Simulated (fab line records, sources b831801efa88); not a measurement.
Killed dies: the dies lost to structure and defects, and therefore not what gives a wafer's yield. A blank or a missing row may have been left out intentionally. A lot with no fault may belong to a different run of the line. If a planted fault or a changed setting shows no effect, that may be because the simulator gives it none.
fab line records    flow sfqLine
[record] lots = 14  wafers = 42  lastDay = 97
route steps=325 shown M1@71 I1@73 I3@134
lots that met no fault: taken from a fault-free run of the same line
startH: hours from the record's first day to the start of the lot's first wafer shown    waitH: hours elapsed since this lot's preceding step    " identical to the entry in the row above    L1.1+2: several wafers, shown together as one row    - no value, or no start was given    * or withheld: withheld    < > ~ a bound
route shown NAME@n: names a module that has steps shown in the file, with the first one's number in the route    usual: mean/standard deviation of fault-free wafers    same: alike in all rows    chamber/n: place in a boat    sites: the reading at each site    _std_site: how widely they spread, as a standard deviation    _edge_site: outer sites' mean less inner sites'    radiusMm: how far each site lies from the wafer's centre    mask NAME#n: copy n    behind: the last tool/chamber to shape the wafer    hold: why the lot was held/for how many hours/how that ended    device: the n, p or np transistor that did not switch    end of line: tests of these same wafers at the route's end    a step with no rows: only its recipe    killed: count of dies lost to structure and defects at first sort (not the wafer's yield)    map: shows each die of a wafer: x if killed, . if not, _ if none is there
set.NAME: the run value of the setting; set.NAME@STEP: its run value at that earlier step    model.NAME: the simulator's own value behind a step, which no gauge read
one table for each step of the route and one row for each wafer, over a sample of lots
services: from which hour (startH, from the record's first day; less than 0 if before it) a tool's chamber was out of use, for how many hours, and why
[[steps]]
[step SFQ_TRILAYER_M1_STRIP_STRIP_043]
[recipe] gas = O2  powerW = 200  platenTempC = 40  overashFraction = 0.65  chemistry = O2  pressureMtorr = 50
[usual] chamberPressureMTorr = 49.99/0.046  drypumpMotorCurrentA = 5.6/0.46  oesProductAu = 1.002/0.0088
[same] overashFraction = 0.65
lot.wafer  tool         chamber  startH  waitH  chamberPressureMTorr  drypumpMotorCurrentA  oesProductAu  rfHoursCounterH
L473.1     rieMetal-01  1        620.43  0.1    50.00                 5.3                   0.983         49
L473.2     "            0        "       "      49.97                 5.9                   1.007         75
L473.5     "            0        "       "      50.01                 5.9                   0.997         -
L474.1     rieMetal-01  0        630.03  0.1    50.04                 5.9                   1.003         76
L474.5     "            1        "       "      50.01                 5.3                   0.993         -
L474.6     "            0        "       "      50.01                 5.9                   1.002         -
L476.3     rieMetal-04  1        655.55  0.2    49.98                 6.2                   1.013         -
L476.4     "            0        "       "      49.97                 5.5                   1.011         -
L476.6     "            0        "       "      49.93                 5.6                   1.014         -
L477.1     rieMetal-03  1        673.35  0.1    49.95                 4.8                   1.001         63
L477.4     "            0        "       "      49.99                 5.6                   1.006         -
L477.5     "            1        "       "      49.94                 4.8                   1.000         -
L478.1     rieMetal-04  0        679.35  0.1    50.03                 5.6                   1.017         116
L478.3     "            1        "       "      49.96                 6.2                   1.005         -
L478.6     "            0        "       "      49.99                 5.5                   1.008         -
L480.3     rieMetal-03  0        709.55  0.2    50.01                 5.5                   1.001         -
L480.4     "            1        "       "      49.98                 4.8                   0.998         -
L480.5     "            1        "       "      50.03                 4.8                   1.005         -
L482.3     rieMetal-03  0        726.96  0.2    50.02                 5.6                   0.995         -
L482.5     "            1        "       "      49.99                 4.8                   0.993         -
L482.6     "            0        "       "      49.92                 5.5                   0.997         -
L484.1     rieMetal-04  1        747.16  0.1    49.96                 6.2                   0.998         41
L484.2     "            0        "       "      49.97                 5.6                   1.010         123
L484.4     "            1        "       "      50.04                 6.2                   1.007         -
L485.3     rieMetal-04  1        755.76  0.2    50.03                 6.2                   1.001         -
L485.4     "            0        "       "      49.96                 5.6                   1.016         -
L485.5     "            1        "       "      49.95                 6.2                   1.005         -
L488.3     rieMetal-03  1        805.09  0.2    49.99                 4.8                   0.992         -
L488.5     "            1        "       "      49.96                 4.8                   0.987         -
L488.6     "            0        "       "      50.04                 5.6                   1.007         -
L490.1     rieMetal-04  0        813.29  0.1    49.98                 5.6                   1.020         134
L490.3     "            1        "       "      49.94                 6.2                   0.994         -
L490.4     "            0        "       "      49.98                 5.6                   1.016         -
L493.2     rieMetal-04  1        831.68  0.4    50.07                 6.2                   1.005         -
L493.3     "            1        "       "      49.92                 6.2                   0.997         -
L493.4     "            1        "       "      49.92                 6.2                   1.000         -
L494.1     rieMetal-04  0        837.29  0.1    49.94                 5.6                   1.005         1
L494.5     "            1        "       "      49.93                 6.2                   1.005         -
L494.6     "            0        "       "      50.03                 5.5                   1.002         -
L495.1     rieMetal-03  0        845.64  0.1    50.07                 5.5                   0.999         26
L495.4     "            1        "       "      49.95                 4.8                   0.992         -
L495.6     "            1        "       "      49.94                 4.8                   0.983         -
[step SFQ_TRILAYER_I1_DEP_PECVD_045]
[recipe] material = SiO2  tempC = 150  timeS = 111.11  pressureTorr = 2.4  rfW = 183.3  precursor = SiH4/N2O  targetThkNm = 500
[usual] heaterPowerW = 77/13  showerheadVppV = 828/30  throttleValvePct = 25.5/1.6
lot.wafer  tool      chamber  startH  waitH  heaterPowerW  showerheadVppV  throttleValvePct
L473.1     pecvd-03  2        621.20  0.0    64            796             25.3
L473.2     "         1        "       "      63            867             29.0
L473.5     "         2        "       "      64            794             25.0
L474.1     pecvd-03  2        630.80  0.0    63            797             24.9
L474.5     "         0        "       "      82            795             24.9
L474.6     "         2        "       "      66            799             25.1
L476.3     pecvd-03  2        656.13  0.0    65            797             25.1
L476.4     "         0        "       "      82            797             25.1
L476.6     "         1        "       "      66            878             29.1
L477.1     pecvd-03  2        674.14  0.0    66            803             25.1
L477.4     "         1        "       "      69            864             28.8
L477.5     "         0        "       "      85            797             25.0
L478.1     pecvd-04  1        680.13  0.0    92            840             24.3
L478.3     "         2        "       "      69            834             24.3
L478.6     "         0        "       "      103           774             23.9
L480.3     pecvd-02  1        710.13  0.0    81            835             26.1
L480.4     "         1        "       "      82            839             26.1
L480.5     "         2        "       "      78            839             24.0
L482.3     pecvd-04  2        727.53  0.0    70            832             24.4
L482.5     "         1        "       "      86            843             24.1
L482.6     "         0        "       "      108           780             23.9
L484.1     pecvd-03  1        747.95  0.0    60            870             28.9
L484.2     "         2        "       "      53            794             25.2
L484.4     "         2        "       "      56            801             25.3
L485.3     pecvd-02  0        756.33  0.0    85            831             25.4
L485.4     "         1        "       "      85            842             26.2
L485.5     "         2        "       "      84            859             24.0
L488.3     pecvd-03  0        805.67  0.0    84            810             24.8
L488.5     "         0        "       "      89            798             24.9
L488.6     "         1        "       "      58            862             29.1
L490.1     pecvd-02  2        814.07  0.0    72            856             24.3
L490.3     "         1        "       "      81            830             26.5
L490.4     "         2        "       "      76            843             24.1
L493.2     pecvd-02  1        832.85  0.0    83            846             26.3
L493.3     "         0        "       "      89            846             25.4
L493.4     "         2        "       "      81            859             24.3
L494.1     pecvd-04  2        838.07  0.0    62            853             24.7
L494.5     "         1        "       "      89            849             24.4
L494.6     "         0        "       "      102           782             24.0
L495.1     pecvd-02  0        846.45  0.0    97            849             25.2
L495.4     "         0        "       "      82            840             25.3
L495.6     "         1        "       "      88            839             26.3
[step SFQ_TRILAYER_I3_CMP_CMP_082]
[recipe] material = SiO2  downForcePsi = 3  platenRpm = 60  padVelocityMS = 0.94248
[usual] edgeZonePressureFrac = 1.001/0.0051  headPressurePsi = 3.000/0.0062  motorCurrentA = 10.4/1.1  timeToEndpointS = 217/6.5
lot.wafer  tool    chamber  startH   waitH  edgeZonePressureFrac  headPressurePsi  motorCurrentA  timeToEndpointS
L473.1     cmp-01  2        1096.96  0.9    1.006                 3.008            11.9           208
L473.2     "       1        1098.46  2.4    0.998                 3.003            9.9            212
L473.5     "       3        1099.46  3.4    0.989                 3.001            9.3            208
L474.1     cmp-01  2        1104.08  1.0    0.992                 3.004            12.2           209
L474.5     "       0        1105.08  2.0    0.994                 3.001            9.8            218
L474.6     "       1        "        "      0.998                 3.009            10.4           219
L476.4     cmp-01  0        1147.23  2.2    1.010                 2.995            9.7            217
L476.3     "       1        "        "      1.001                 2.995            10.6           215
L476.6     "       0        1149.23  4.2    1.001                 2.997            9.7            217
L477.4     cmp-01  2        1157.23  4.1    1.003                 3.001            12.0           217
L477.1     "       3        "        "      1.002                 2.996            9.8            213
L477.5     "       1        1158.73  5.6    1.001                 3.000            10.1           218
L478.1     cmp-02  1        1166.61  3.9    1.008                 3.002            10.3           214
L478.3     "       2        "        "      0.998                 3.008            10.2           217
L478.6     "       2        1169.11  6.3    1.000                 3.000            10.2           229
L480.4     cmp-01  1        1194.72  0.5    1.002                 3.003            10.6           218
L480.3     "       3        1195.72  1.5    1.003                 3.001            10.0           203
L480.5     "       0        "        "      1.003                 2.992            9.8            217
L482.3     cmp-01  0        1209.63  3.4    0.997                 2.987            10.0           210
L482.6     "       1        "        "      1.007                 2.999            10.3           211
L482.5     "       2        "        "      0.992                 3.001            12.2           212
L484.2     cmp-02  2        1225.02  2.0    0.997                 3.008            9.8            210
L484.4     "       0        1226.02  3.0    1.011                 2.995            8.5            229
L484.1     "       1        "        "      0.999                 3.012            10.7           209
L485.4     cmp-02  0        1237.02  4.4    0.995                 3.000            9.1            222
L485.3     "       1        "        "      0.998                 2.994            10.8           210
L485.5     "       1        1239.52  6.9    1.002                 2.993            10.5           219
L488.3     cmp-01  1        1274.67  0.0    1.007                 3.000            10.9           181
L488.5     "       1        1276.67  2.0    1.013                 3.008            9.9            183
L488.6     "       2        "        "      1.003                 2.997            11.9           221
L490.3     cmp-02  0        1280.40  1.0    0.998                 2.999            9.0            215
L490.4     "       1        "        "      1.002                 2.992            10.7           220
L490.1     "       3        1281.90  2.5    1.006                 3.004            12.5           216
L493.3     cmp-01  3        1297.73  0.0    1.001                 2.989            9.2            206
L493.4     "       1        1298.73  1.0    0.999                 2.998            10.7           184
L493.2     "       2        "        "      1.009                 3.003            11.4           214
L494.1     cmp-02  3        1312.66  2.8    1.003                 2.988            12.3           214
L494.5     "       0        "        "      0.997                 2.992            8.5            226
L494.6     "       1        "        "      1.000                 3.000            10.6           225
L495.1     cmp-02  1        1316.05  0.6    0.996                 2.998            10.2           219
L495.4     "       2        "        "      0.996                 2.992            10.2           231
L495.6     "       1        1318.20  2.7    0.999                 3.005            10.5           233
[step SFQ_TRILAYER_I3_METRO_MEASURE_083]
[usual] thkNm = 200.3/0.97
lot.wafer  tool          chamber  startH   waitH  thkNm
L473.1     filmMetro-03  -        1100.08  0.1    199.7
L473.2     "             -        "        "      200.8
L473.5     "             -        "        "      198.5
L474.1     filmMetro-04  -        1106.20  0.1    199.1
L474.5     "             -        "        "      198.9
L474.6     "             -        "        "      200.6
L476.3     filmMetro-01  -        1150.75  0.5    201.9
L476.4     "             -        "        "      200.8
L476.6     "             -        "        "      200.5
L477.1     filmMetro-01  -        1159.35  0.1    199.0
L477.4     "             -        "        "      199.0
L477.5     "             -        "        "      200.8
L478.1     filmMetro-01  -        1169.73  0.1    201.5
L478.3     "             -        "        "      201.2
L478.6     "             -        "        "      201.5
L480.3     filmMetro-04  -        1197.74  0.5    199.2
L480.4     "             -        "        "      200.0
L480.5     "             -        "        "      199.1
L482.3     filmMetro-04  -        1211.65  0.5    197.8
L482.5     "             -        "        "      199.1
L482.6     "             -        "        "      199.8
L484.1     filmMetro-01  -        1228.14  0.1    200.2
L484.2     "             -        "        "      200.2
L484.4     "             -        "        "      200.2
L485.3     filmMetro-03  -        1240.54  0.5    200.1
L485.4     "             -        "        "      202.0
L485.5     "             -        "        "      199.7
L488.3     filmMetro-04  -        1278.19  0.5    250.9
L488.5     "             -        "        "      250.9
L488.6     "             -        "        "      200.7
L490.1     filmMetro-03  -        1283.52  0.1    199.0
L490.3     "             -        "        "      201.2
L490.4     "             -        "        "      199.5
L493.2     filmMetro-04  -        1301.05  0.3    200.4
L493.3     "             -        "        "      198.9
L493.4     "             -        "        "      250.9
L494.1     filmMetro-01  -        1314.28  0.1    200.3
L494.5     "             -        "        "      201.0
L494.6     "             -        "        "      200.2
L495.1     filmMetro-01  -        1318.86  0.1    201.0
L495.4     "             -        "        "      199.7
L495.6     "             -        "        "      199.5
[step SFQ_I3_OVL_MEAS_923]
[usual] I3_OVL = 0/4.8
lot.wafer  tool        chamber  startH   waitH  I3_OVL[nm]
L473.1     overlay-01  -        1131.15  0.1    4
L473.2     "           -        "        "      -4
L473.5     "           -        "        "      4
L474.1     overlay-01  -        1132.35  0.1    -3
L474.5     "           -        "        "      -1
L474.6     "           -        "        "      -1
L476.3     overlay-01  -        1153.82  0.1    0
L476.4     "           -        "        "      0
L476.6     "           -        "        "      1
L477.1     overlay-02  -        1162.80  0.1    -8
L477.4     "           -        "        "      -4
L477.5     "           -        "        "      -8
L478.1     overlay-02  -        1173.31  0.1    -7
L478.3     "           -        "        "      -2
L478.6     "           -        "        "      7
L480.3     overlay-02  -        1345.86  0.1    -2
L480.4     "           -        "        "      -3
L480.5     "           -        "        "      3
L482.3     overlay-01  -        1357.86  0.1    4
L482.5     "           -        "        "      4
L482.6     "           -        "        "      4
L484.1     overlay-02  -        1374.64  0.1    6
L484.2     "           -        "        "      1
L484.4     "           -        "        "      -2
L485.3     overlay-01  -        1387.86  0.1    0
L485.4     "           -        "        "      6
L485.5     "           -        "        "      6
L488.3     overlay-01  -        1425.18  0.1    -4
L488.5     "           -        "        "      -7
L488.6     "           -        "        "      3
L490.1     overlay-01  -        1429.97  0.1    1
L490.3     "           -        "        "      4
L490.4     "           -        "        "      3
L493.2     overlay-02  -        1445.58  0.1    -8
L493.3     "           -        "        "      3
L493.4     "           -        "        "      -13
L494.1     overlay-02  -        1458.36  0.1    4
L494.5     "           -        "        "      5
L494.6     "           -        "        "      -1
L495.1     overlay-02  -        1463.16  0.1    -7
L495.4     "           -        "        "      3
L495.6     "           -        "        "      0
[step SFQ_TRILAYER_I3_VIA_ETCH_VIA_ETCH_088]
[recipe] target = SiO2  stopOn = Nb  maskMaterial = PR  taperDeg = 20  chemistry = CHF3  targetDepthNm = 260  sourceW = 500  biasW = 80  pressureMtorr = 30  timeS = withheld
[usual] chamberPressureMTorr = 29.997/0.028  drypumpMotorCurrentA = 5.8/0.61  oesProductAu = 0.855/0.0052
lot.wafer  tool        chamber  startH   waitH  chamberPressureMTorr  drypumpMotorCurrentA  oesProductAu
L473.1     rieDiel-03  3        1131.23  0.0    30.001                4.8                   0.857
L473.2     "           0        "        "      30.022                5.6                   0.857
L473.5     "           2        "        "      30.042                6.4                   0.851
L474.1     rieDiel-04  0        1132.43  0.0    29.950                5.6                   0.855
L474.5     "           1        "        "      30.001                5.4                   0.852
L474.6     "           2        "        "      29.978                6.4                   0.855
L476.3     rieDiel-04  1        1153.88  0.0    30.024                5.4                   0.860
L476.4     "           2        "        "      29.939                6.4                   0.854
L476.6     "           2        "        "      29.988                6.4                   0.861
L477.1     rieDiel-03  0        1162.88  0.0    30.017                5.7                   0.842
L477.4     "           2        "        "      29.972                6.4                   0.850
L477.5     "           1        "        "      30.033                6.3                   0.843
L478.1     rieDiel-04  1        1173.38  0.0    29.971                5.4                   0.859
L478.3     "           0        "        "      29.997                5.7                   0.858
L478.6     "           0        "        "      30.007                5.7                   0.856
L480.3     rieDiel-03  3        1345.92  0.0    29.981                4.8                   0.854
L480.4     "           2        "        "      30.011                6.4                   0.849
L480.5     "           0        "        "      30.015                5.6                   0.851
L482.3     rieDiel-02  1        1357.92  0.0    29.972                6.7                   0.860
L482.5     "           2        "        "      30.028                5.7                   0.848
L482.6     "           3        "        "      29.979                5.3                   0.847
L484.1     rieDiel-02  2        1374.72  0.0    30.000                5.8                   0.853
L484.2     "           0        "        "      29.949                6.0                   0.852
L484.4     "           1        "        "      29.957                6.6                   0.855
L485.3     rieDiel-03  1        1387.92  0.0    29.982                6.3                   0.853
L485.4     "           3        "        "      29.994                4.8                   0.866
L485.5     "           0        "        "      30.015                5.6                   0.861
L488.3     rieDiel-03  1        1425.25  0.0    29.986                6.3                   0.963
L488.5     "           3        "        "      30.023                4.8                   0.973
L488.6     "           0        "        "      29.996                5.6                   0.849
L490.1     rieDiel-02  2        1430.05  0.0    30.013                5.8                   0.856
L490.3     "           1        "        "      30.027                6.7                   0.856
L490.4     "           0        "        "      29.976                6.0                   0.855
L493.2     rieDiel-03  3        1445.65  0.0    29.924                4.8                   0.856
L493.3     "           2        "        "      30.060                6.4                   0.851
L493.4     "           0        "        "      30.032                5.6                   0.980
L494.1     rieDiel-02  3        1458.43  0.0    29.960                5.3                   0.861
L494.5     "           0        "        "      29.976                6.0                   0.852
L494.6     "           3        "        "      30.003                5.3                   0.847
L495.1     rieDiel-02  1        1463.23  0.0    30.009                6.7                   0.861
L495.4     "           2        "        "      29.972                5.7                   0.854
L495.6     "           1        "        "      29.983                6.7                   0.850
[[services]]
tool    chamber  startH   hours  kind
cmp-01  -        621.24   3.0    repair
cmp-01  -        649.17   2.6    repair
cmp-01  -        714.89   1.1    repair
cmp-01  -        725.81   2.1    repair
cmp-01  -        754.27   3.8    repair
cmp-01  -        918.02   4.0    pm
cmp-01  -        944.23   8.9    pm
cmp-01  -        966.33   1.7    repair
cmp-01  -        982.46   11.6   repair
cmp-01  -        1015.29  1.1    repair
cmp-01  -        1022.37  7.0    pm
cmp-01  -        1071.27  1.9    repair
cmp-01  -        1091.61  0.4    repair
cmp-01  -        1107.48  0.3    repair
cmp-01  -        1173.15  1.4    repair
cmp-01  -        1226.43  8.8    repair
cmp-01  -        1258.02  4.0    pm
cmp-01  -        1306.96  1.9    repair
cmp-01  -        1340.86  4.4    repair
cmp-01  -        1358.64  5.7    repair
cmp-01  -        1359.10  1.3    repair
cmp-01  -        1362.82  1.3    repair
cmp-01  -        1393.12  7.4    pm
cmp-01  -        1401.89  0.2    repair
[[key]]
[firstSign] step = SFQ_TRILAYER_I3_CMP_CMP_082  reading = timeToEndpointS  direction = down  sigmas = 5.3  usual = *  struck = *
[effect] step = SFQ_TRILAYER_I3_METRO_MEASURE_083  reading = thkNm  direction = up  sigmas = 52  usual = 200.3  struck = 250.9
[effect] step = SFQ_TRILAYER_I3_VIA_ETCH_VIA_ETCH_088  reading = oesProductAu  direction = up  sigmas = 22  usual = 0.855  struck = 0.972
metAt SFQ_TRILAYER_I3_CMP_CMP_082
struckLots L488,L493
struckWafers L488.3,L488.5,L493.4
notActingAt SFQ_TRILAYER_M1_STRIP_STRIP_043,SFQ_TRILAYER_I1_DEP_PECVD_045,SFQ_I3_OVL_MEAS_923
[fault] kind = processParameterDrift  tool = cmp-01  chamber = 1  onsetH = 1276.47  steps = SFQ_TRILAYER_I3_CMP_CMP_082  channel = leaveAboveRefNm  offset = 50  shape = step  endH = 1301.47  actsIn = theseRecipesOnly  stated = 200
